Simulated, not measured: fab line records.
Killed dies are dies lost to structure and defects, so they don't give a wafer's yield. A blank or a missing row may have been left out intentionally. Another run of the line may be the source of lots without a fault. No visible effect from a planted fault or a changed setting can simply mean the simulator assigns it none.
A lot that was struck, set against a sound lot + flow gf180mcu + 16 steps out of a route of 602
Sound: the wafers L920.2, L920.5, L920.6. Struck: wafers L935.4, L935.5. (L935.3 of the same lot was not struck and is left out.) The cause comes at the end.
At each step with rows: each side's tool, then ch and its chambers, then its first start. Under that, the readings that differ: sound wafers + struck wafers + difference of the means + sigmas: that difference in standard deviations of wafers without a fault.
alike: a reading whose means differ by less than 2 such deviations, as well as words and numbers matching on both sides. not compared: withheld readings; readings where some wafer has no value; bounds like >300 that might hide an equal value; numbers whose values overlap and for which the record gives no deviation.
The two part at a step that has a row with sigmas, a row that says differs or no value, or rows on one side only. When numbers do not overlap yet have no deviation, they are printed without sigmas and do not part them. Lack of a reading on every wafer of one side parts them only where that side has two or more wafers.

GF_M3_SPUTTER_04: material TiN, target thk 50 nm, time 41.7 s.
  struck on pvd sputter-01, day 25 16:25; sound on pvd sputter-02, day 20 03:24
  alike: cathode dc power W, throttle valve pct
GF_M3_RS_MEAS_05: the measuring method here is four-point-probe.
  struck on film metro-03, day 25 16:29; sound on film metro-03, day 20 03:28
  alike: M3_ALCU_RS
GF_M3_THK_MEAS_06: measures by xrf.
  struck on film metro-03, day 25 16:35; sound on film metro-03, day 20 03:34
  alike: M3_ALCU_THK
then, 7 steps without rows for these wafers: GF_M3_DEHYDRATE_07 (time 60 s); GF_M3_HMDS_08 (prime time 60 s); GF_M3_COAT_09 (resist thk 1000 nm); GF_M3_SOFTBAKE_10 (time 60 s); GF_M3_EXPOSE_11 (exposes mask Metal3, target cd 280 nm); GF_M3_PEB_12 (peb time 90 s); GF_M3_DEVELOP_13 (develop time 60 s).
GF_M3_CD_MEAS_14: target cd 280 nm.
  struck on cd sem-02, day 26 13:53; sound on cd sem-02, day 21 03:26
  alike: cd nm
GF_M3_OVL_MEAS_15:
  struck on overlay-01, day 26 13:58; sound on overlay-02, day 21 03:32
  alike: M3_OVL
GF_M3_METAL_ETCH_16: etches the open film in Cl2/BCl3, stops on SiO2, target depth 750.8 nm, time 125.1 s.
  sound on rie metal-03 ch 0,1, day 21 03:34; struck on rie metal-03 ch 0, day 26 14:02
| reading                             | sound             | struck      | difference | sigmas      |
|-------------------------------------|-------------------|-------------|------------|-------------|
| bias w (W)                          | 139.7 140.1 139.6 | 192.6 192.4 | +52.7      | +99 or more |
| model.KrF_of_M3_COAT_09.thk nm (nm) | 681.4 684.4 692.8 | 648.5 647.6 | -38.1      |             |
  alike: drypump motor current A, he backside leak sccm, oes product au, throttle valve pct
  not compared: rf hours counter h
GF_M3_STRIP_17: strips in O2/N2.
  sound on plasma asher-01 ch 0,1, day 21 03:41; struck on plasma asher-01 ch 0, day 26 14:10
| reading                      | sound             | struck      | difference | sigmas |
|------------------------------|-------------------|-------------|------------|--------|
| oes product au (a.u.)        | 0.535 0.537 0.535 | 0.523 0.521 | -0.014     | -3     |
| strip time to endpoint s (s) | 7.35 7.38 7.48    | 7.03 7.02   | -0.38      | -9     |
  alike: drypump motor current A, heater power w
  not compared: rf hours counter h
then, 1 step without rows for these wafers: GF_M3_STRIP_18 (strips in post etch residue remover, time 1200 s).
-- the record jumps here: 7 days lie between the struck wafers' starts before and after (it left off in module M3 and takes up again in module PASSIVATION, whose first step shown is number 602 of the route) --
GF_PASSIVATION_PROBE_99:
  the record has rows for the struck wafers here (prober-01, day 33 04:44) and none for the sound ones

## WHERE THEY PART
At GF_M3_METAL_ETCH_16 first; at GF_PASSIVATION_PROBE_99 last (within this record only).

WHY: the cause the simulator had injected
rie metal-03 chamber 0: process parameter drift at GF_M3_METAL_ETCH_16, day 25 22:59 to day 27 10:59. A move of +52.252 in setting bias w, from 140. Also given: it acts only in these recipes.
